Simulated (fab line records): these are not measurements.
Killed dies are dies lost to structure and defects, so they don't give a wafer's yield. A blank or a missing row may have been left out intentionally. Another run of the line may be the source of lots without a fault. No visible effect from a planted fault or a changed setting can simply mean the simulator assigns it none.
Which tool is to blame? ; flow gf180mcu ; Sampling: 13 lots, 39 wafers, 5 of 602 route steps

## WHAT EACH GAUGE READ, for each wafer
GF_VT_IMPLANT_TW_MEAS_43.
lot;measured;on;VT_IMPLANT_4_TW
L411;day 7 18:55;film-metro-03;683 686 686
L412;day 7 23:26;film-metro-03;688 685 688
L413;day 8 07:38;film-metro-03;690 688 688
L414;day 8 22:46;film-metro-02;678 679 680
L418;day 9 19:41;film-metro-01;732 724 732
L420;day 10 07:59;film-metro-03;688 687 687
L421;day 10 16:16;film-metro-01;729 725 728
L423;day 11 02:23;film-metro-01;685 683 688
L424;day 11 10:35;film-metro-03;685 686 689
L426;day 11 23:22;film-metro-01;685 685 685
L430;day 13 03:11;film-metro-03;682 684 686
L431;day 13 08:16;film-metro-02;678 675 681
L432;day 13 16:07;film-metro-03;683 686 683

GF_DUAL_GATE_OVL_MEAS_11.
lot;measured;on;DUAL_GATE_OVL (nm)
L411;day 8 18:17;overlay-01;-0.8 1.6 -0.7
L412;day 8 18:34;overlay-02;-2.2 -2.0 -5.1
L413;day 9 05:31;overlay-01;2.6 -1.1 0.8
L414;day 9 18:37;overlay-02;-1.7 -1.3 0.3
L418;day 10 16:31;overlay-02;-2.1 -2.1 -2.9
L420;day 11 04:43;overlay-02;-2.0 -2.2 1.6
L421;day 11 13:29;overlay-02;1.5 0.1 1.6
L423;day 12 00:05;overlay-01;-4.2 -3.1 -3.3
L424;day 12 08:11;overlay-01;-0.1 1.0 -1.9
L426;day 12 21:04;overlay-01;-2.5 -1.9 -2.9
L430;day 14 01:55;overlay-01;0.3 0.1 0.5
L431;day 14 09:10;overlay-01;-2.0 -2.4 0.6
L432;day 14 15:28;overlay-02;-1.3 -3.7 -2.4

GF_POLY_GATE_OVL_MEAS_11.
lot;measured;on;POLY_GATE_OVL (nm)
L411;day 9 20:19;overlay-02;-11 8 5
L412;day 9 20:38;overlay-02;-5 -3 -6
L413;day 10 02:59;overlay-02;12 3 9
L414;day 10 15:46;overlay-02;17 -4 3
L418;day 11 15:02;overlay-01;-1 11 2
L420;day 12 03:01;overlay-02;-1 -7 -6
L421;day 12 11:45;overlay-01;-3 3 -2
L423;day 12 23:12;overlay-02;-6 -5 -5
L424;day 13 08:27;overlay-02;-5 -1 10
L426;day 13 22:11;overlay-01;-7 3 4
L430;day 15 02:53;overlay-02;2 1 8
L431;day 15 09:50;overlay-02;0 -2 -2
L432;day 15 15:50;overlay-02;2 5 5

## EACH LOT AND THE TOOL THAT RAN IT (in order: tool; ch and the chambers of the sampled wafers; start)
lot;GF_NWELL_STRIP_10;GF_VT_IMPLANT_IMPLANT_41
L411;plasma-asher-02 ch 0,1, day 3 11:53;implanter-04 ch 0, day 7 18:41
L412;plasma-asher-04 ch 0,1, day 3 16:28;implanter-02 ch 0, day 7 23:11
L413;plasma-asher-04 ch 0,1, day 3 23:52;implanter-02 ch 0, day 8 07:23
L414;plasma-asher-04 ch 0,1, day 4 13:05;implanter-04 ch 0, day 8 22:31
L418;plasma-asher-02 ch 0,1, day 5 04:45;implanter-04 ch 0, day 9 19:26
L420;plasma-asher-02 ch 0,1, day 5 15:49;implanter-03 ch 0, day 10 07:44
L421;plasma-asher-04 ch 0,1, day 5 21:53;implanter-04 ch 0, day 10 16:02
L423;plasma-asher-03 ch 0,1, day 6 05:59;implanter-03 ch 0, day 11 02:10
L424;plasma-asher-02 ch 0,1, day 6 12:32;implanter-03 ch 0, day 11 10:22
L426;plasma-asher-03 ch 0,1, day 6 22:53;implanter-03 ch 0, day 11 23:07
L430;plasma-asher-02 ch 0,1, day 7 21:28;implanter-04 ch 0, day 13 02:56
L431;plasma-asher-04 ch 0,1, day 8 03:10;implanter-04 ch 0, day 13 08:01
L432;plasma-asher-02 ch 0,1, day 8 06:41;implanter-03 ch 0, day 13 15:52
- GF_NWELL_STRIP_10: strips in O2/N2.
- GF_VT_IMPLANT_IMPLANT_41

## WHAT THE TOOLS THEMSELVES READ (means of the sampled wafers that have a number; where no wafer has one, the mark that the record gives instead)
GF_NWELL_STRIP_10.
lot;tool;drypump-motor-current-A (A);heater-power-w (W);oes-product-au (a.u.);strip-time-to-endpoint-s (s)
L411;plasma-asher-02;5.76;338;0.722;36.84
L412;plasma-asher-04;5.92;368;0.723;36.89
L413;plasma-asher-04;5.91;361;0.720;36.95
L414;plasma-asher-04;5.91;364;0.721;36.74
L418;plasma-asher-02;5.75;331;0.721;37.03
L420;plasma-asher-02;5.79;340;0.728;36.92
L421;plasma-asher-04;5.90;346;0.722;37.00
L423;plasma-asher-03;5.58;277;0.721;37.00
L424;plasma-asher-02;5.77;345;0.719;36.98
L426;plasma-asher-03;5.57;285;0.728;36.86
L430;plasma-asher-02;5.75;332;0.727;36.84
L431;plasma-asher-04;5.93;344;0.721;36.89
L432;plasma-asher-02;5.78;343;0.725;37.03

GF_VT_IMPLANT_IMPLANT_41.
lot;tool;beam-energy-keV;tilt-deg (degrees)
L411;implanter-04;70.003;7.016
L412;implanter-02;70.007;6.999
L413;implanter-02;69.978;6.989
L414;implanter-04;69.981;6.989
L418;implanter-04;84.811;6.982
L420;implanter-03;69.998;7.014
L421;implanter-04;84.792;7.006
L423;implanter-03;69.983;7.009
L424;implanter-03;70.014;7.012
L426;implanter-03;70.014;6.982
L430;implanter-04;70.001;7.029
L431;implanter-04;70.000;6.978
L432;implanter-03;69.982;6.991

## THE ANSWER, worked out from the rows above alone
Rule: the lots themselves supply what counts as usual. Put in order of their means at a reading, lots are off if they are a third of the lots or fewer, leave a main group of 4 or more, and stand apart from it by a gap of 3 or more times the standard deviation of the main group's means; of several such gaps the widest counts. A main group whose means are all the same, to the digits that the tables above print for the reading, isn't used. Also off: a lot with no number at a reading for which 4 or more lots have one. All remaining lots with rows at the step are treated as sound. First the gauges in route order, then the tools' own readings, where a lot's mean is used as printed above. At the first step where some lot is off, the reading lying furthest off is the one used; lots without a number count as furthest.
Off: L418, L421, seen at GF_VT_IMPLANT_TW_MEAS_43 (VT_IMPLANT_4_TW). Mean 685 and standard deviation 3.2 in the main group.
A tool fits if, at a process step before that reading, it ran every lot that is off, and no sound lot after the first of them. The gauges at GF_VT_IMPLANT_TW_MEAS_43 aren't tried: what is off there is off at GF_VT_IMPLANT_IMPLANT_41 too, on other tools, and a gauge's error can't cause that. None of those tried fits.

## WHAT THE SIMULATOR HAD INSERTED
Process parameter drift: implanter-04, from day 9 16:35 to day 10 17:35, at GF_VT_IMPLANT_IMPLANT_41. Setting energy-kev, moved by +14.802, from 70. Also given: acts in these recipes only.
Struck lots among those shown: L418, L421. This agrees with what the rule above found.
